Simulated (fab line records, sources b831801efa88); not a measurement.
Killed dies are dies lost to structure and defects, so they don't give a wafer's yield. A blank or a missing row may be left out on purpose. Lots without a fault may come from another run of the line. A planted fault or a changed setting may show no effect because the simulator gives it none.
Which tool did it? | flow sky130 | 13 lots, 39 wafers sampled, at 4 steps of a route of 708

WHAT THE GAUGES READ, wafer by wafer
SKY_LOCAL_INTERCONNECT_CD_MEAS_11: target cd 170 nm. Usual: cd_nm 170.1 nm, standard deviation 1.6.
lot  | measured     | on        | cd_nm (nm)        | flag
L825 | day 29 22:44 | cd_sem-01 | 169.9 168.4 170.3 |
L826 | day 31 05:59 | cd_sem-01 | 170.8 170.6 170.2 |
L827 | day 31 20:40 | cd_sem-01 | 169.7 168.5 168.7 |
L828 | day 32 05:53 | cd_sem-02 | 168.8 167.6 170.1 |
L829 | day 32 23:50 | cd_sem-02 | 171.5 171.7 170.0 |
L830 | day 33 01:08 | cd_sem-02 | 171.1 172.1 171.8 |
L831 | day 33 04:24 | cd_sem-02 | 171.3 171.0 169.2 |
L834 | day 33 04:53 | cd_sem-01 | 170.0 171.7 170.2 |
L842 | day 35 20:37 | cd_sem-01 | 120.2 125.6 158.6 | OFF
L843 | day 36 18:47 | cd_sem-02 | 171.5 170.0 169.8 |
L844 | day 37 02:22 | cd_sem-02 | 171.8 170.2 170.6 |
L846 | day 37 06:27 | cd_sem-02 | 169.9 170.5 172.1 |
L847 | day 37 10:35 | cd_sem-02 | 172.0 171.1 171.8 |

WHICH TOOL RAN EACH LOT (tool, then ch and the chambers of the sampled wafers, then the start)
lot  | SKY_LI_CONTACT_ETCH_15             | SKY_LI_CONTACT_SPUTTER_19    | SKY_LOCAL_INTERCONNECT_EXPOSE_08
L825 | rie_diel-02 ch 1,2,3, day 28 17:14 | pvd_sputter-04, day 28 17:37 | krf_scanner-01 ch 0, day 29 08:55
L826 | rie_diel-01 ch 1,3, day 30 00:44   | pvd_sputter-01, day 30 01:07 | krf_scanner-02 ch 0, day 30 16:01
L827 | rie_diel-03 ch 1,2,3, day 30 16:08 | pvd_sputter-02, day 30 16:31 | krf_scanner-02 ch 0, day 31 07:28
L828 | rie_diel-02 ch 0,1,3, day 31 00:44 | pvd_sputter-02, day 31 01:07 | krf_scanner-02 ch 0, day 31 16:03
L829 | rie_diel-02 ch 1,2, day 31 19:47   | pvd_sputter-04, day 31 20:12 | krf_scanner-02 ch 0, day 32 10:31
L830 | rie_diel-03 ch 0,1, day 31 20:44   | pvd_sputter-02, day 31 21:07 | krf_scanner-01 ch 0, day 32 12:01
L831 | rie_diel-03 ch 0,1,2, day 32 00:20 | pvd_sputter-02, day 32 00:43 | krf_scanner-02 ch 0, day 32 15:10
L834 | rie_diel-02 ch 0,1,2, day 32 01:11 | pvd_sputter-04, day 32 01:34 | krf_scanner-02 ch 0, day 32 16:15
L842 | rie_diel-01 ch 0,1, day 34 17:26   | pvd_sputter-01, day 34 17:49 | krf_scanner-02 ch 0, day 35 07:53
L843 | rie_diel-02 ch 1,2, day 35 15:17   | pvd_sputter-01, day 35 15:40 | krf_scanner-01 ch 0, day 36 06:07
L844 | rie_diel-02 ch 1,2, day 35 23:14   | pvd_sputter-02, day 36 00:08 | krf_scanner-01 ch 0, day 36 13:37
L846 | rie_diel-02 ch 1,2, day 36 03:41   | pvd_sputter-01, day 36 04:05 | krf_scanner-01 ch 0, day 36 17:48
L847 | rie_diel-01 ch 0,1,2, day 36 06:47 | pvd_sputter-04, day 36 07:41 | krf_scanner-01 ch 0, day 36 22:01
- SKY_LI_CONTACT_ETCH_15: etches PSG in C4F8/O2/Ar, stops on Si, target depth 600 nm.
- SKY_LI_CONTACT_SPUTTER_19: material Ti, target thk 20 nm, time 106.37 s.
- SKY_LOCAL_INTERCONNECT_EXPOSE_08: exposes mask LI1M, target cd 170 nm.

WHAT THE TOOLS THEMSELVES READ (means of the sampled wafers that have a number; where no wafer has one, the mark that the record gives instead)
SKY_LI_CONTACT_ETCH_15. Usual: oes_product_au 0.837 a.u., standard deviation 0.0043; rf_fwd_power_W 1491 W, standard deviation 5.4.
lot  | tool        | oes_product_au (a.u.) | rf_fwd_power_W (W) | flag
L825 | rie_diel-02 | 0.835                 | 1489               |
L826 | rie_diel-01 | 0.842                 | 1493               |
L827 | rie_diel-03 | 0.841                 | 1489               |
L828 | rie_diel-02 | 0.837                 | 1492               |
L829 | rie_diel-02 | 0.837                 | 1493               |
L830 | rie_diel-03 | 0.837                 | 1493               |
L831 | rie_diel-03 | 0.835                 | 1494               |
L834 | rie_diel-02 | 0.836                 | 1489               |
L842 | rie_diel-01 | 0.834                 | 1488               |
L843 | rie_diel-02 | 0.835                 | 1491               |
L844 | rie_diel-02 | 0.837                 | 1490               |
L846 | rie_diel-02 | 0.838                 | 1488               |
L847 | rie_diel-01 | 0.836                 | 1498               |

SKY_LI_CONTACT_SPUTTER_19. Usual: substrate_temp_c 200.00 C, standard deviation 0.16; throttle_valve_pct 30.2 %, standard deviation 0.71.
lot  | tool           | substrate_temp_c (C) | throttle_valve_pct (%) | flag
L825 | pvd_sputter-04 | 199.79               | 30.3                   |
L826 | pvd_sputter-01 | 199.98               | 30.4                   |
L827 | pvd_sputter-02 | 200.02               | 30.4                   |
L828 | pvd_sputter-02 | 199.95               | 30.7                   |
L829 | pvd_sputter-04 | 199.98               | 30.2                   |
L830 | pvd_sputter-02 | 199.98               | 30.7                   |
L831 | pvd_sputter-02 | 200.10               | 30.7                   |
L834 | pvd_sputter-04 | 200.05               | 30.3                   |
L842 | pvd_sputter-01 | 200.04               | 28.9                   |
L843 | pvd_sputter-01 | 200.02               | 29.3                   |
L844 | pvd_sputter-02 | 199.92               | 30.8                   |
L846 | pvd_sputter-01 | 199.96               | 28.9                   |
L847 | pvd_sputter-04 | 200.02               | 30.3                   |

SKY_LOCAL_INTERCONNECT_EXPOSE_08. Usual: exposure_dose_mJ_cm2 28.01, standard deviation 0.041; focus_offset_nm 0.0 nm, standard deviation 0.54.
lot  | tool           | exposure_dose_mJ_cm2 | focus_offset_nm (nm) | flag
L825 | krf_scanner-01 | 27.97                | -0.5                 |
L826 | krf_scanner-02 | 28.04                | -0.5                 |
L827 | krf_scanner-02 | 28.01                | -0.1                 |
L828 | krf_scanner-02 | 28.05                | 0.3                  |
L829 | krf_scanner-02 | 28.01                | -0.2                 |
L830 | krf_scanner-01 | 27.98                | 0.0                  |
L831 | krf_scanner-02 | 28.01                | 0.5                  |
L834 | krf_scanner-02 | 28.00                | -0.2                 |
L842 | krf_scanner-02 | 25.82                | -0.5                 | OFF
L843 | krf_scanner-01 | 27.98                | 0.7                  |
L844 | krf_scanner-01 | 28.01                | -0.2                 |
L846 | krf_scanner-01 | 27.98                | 0.0                  |
L847 | krf_scanner-01 | 28.01                | -0.1                 |

THE ANSWER, worked out from the rows above alone
Rule: a lot is off if the mean of its wafers that have a number lies more than 3 standard deviations from the usual mean. A lot without any number at a reading at which 4 lots or more have one is off too. The other lots that the step has rows for count as sound. The gauges are gone through in route order, then the tools' own readings, and for those a lot's mean is taken as printed above. The first step at which some lot is off is used, and at that step the reading that is off furthest; a lot without a number counts as furthest.
Off: L842, at SKY_LOCAL_INTERCONNECT_CD_MEAS_11 (cd_nm).
A tool fits if, at a process step before that reading, it ran every lot that is off, and no sound lot after the first of them. The gauges at SKY_LOCAL_INTERCONNECT_CD_MEAS_11 aren't tried: what is off there is off at SKY_LOCAL_INTERCONNECT_EXPOSE_08 too, on other tools, and a gauge's error can't cause that. One fits: krf_scanner-02 at SKY_LOCAL_INTERCONNECT_EXPOSE_08. Its last sound lot is L834 (day 32 16:15), its first lot that is off L842 (day 35 07:53): a fault that began between those two fits.
The tool's own readings at SKY_LOCAL_INTERCONNECT_EXPOSE_08 bear it out: on the lots that are off they differ by more than 5 times the standard deviation of the sound lots' means. exposure_dose_mJ_cm2 reads 25.82 there against 28.00 on the sound lots.

WHAT THE SIMULATOR HAD PUT IN
Process parameter drift: krf_scanner-02, from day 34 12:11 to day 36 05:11, at SKY_LOCAL_INTERCONNECT_EXPOSE_08. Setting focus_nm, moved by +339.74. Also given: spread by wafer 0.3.
Lots struck among those shown: L842. The rule above found the same.
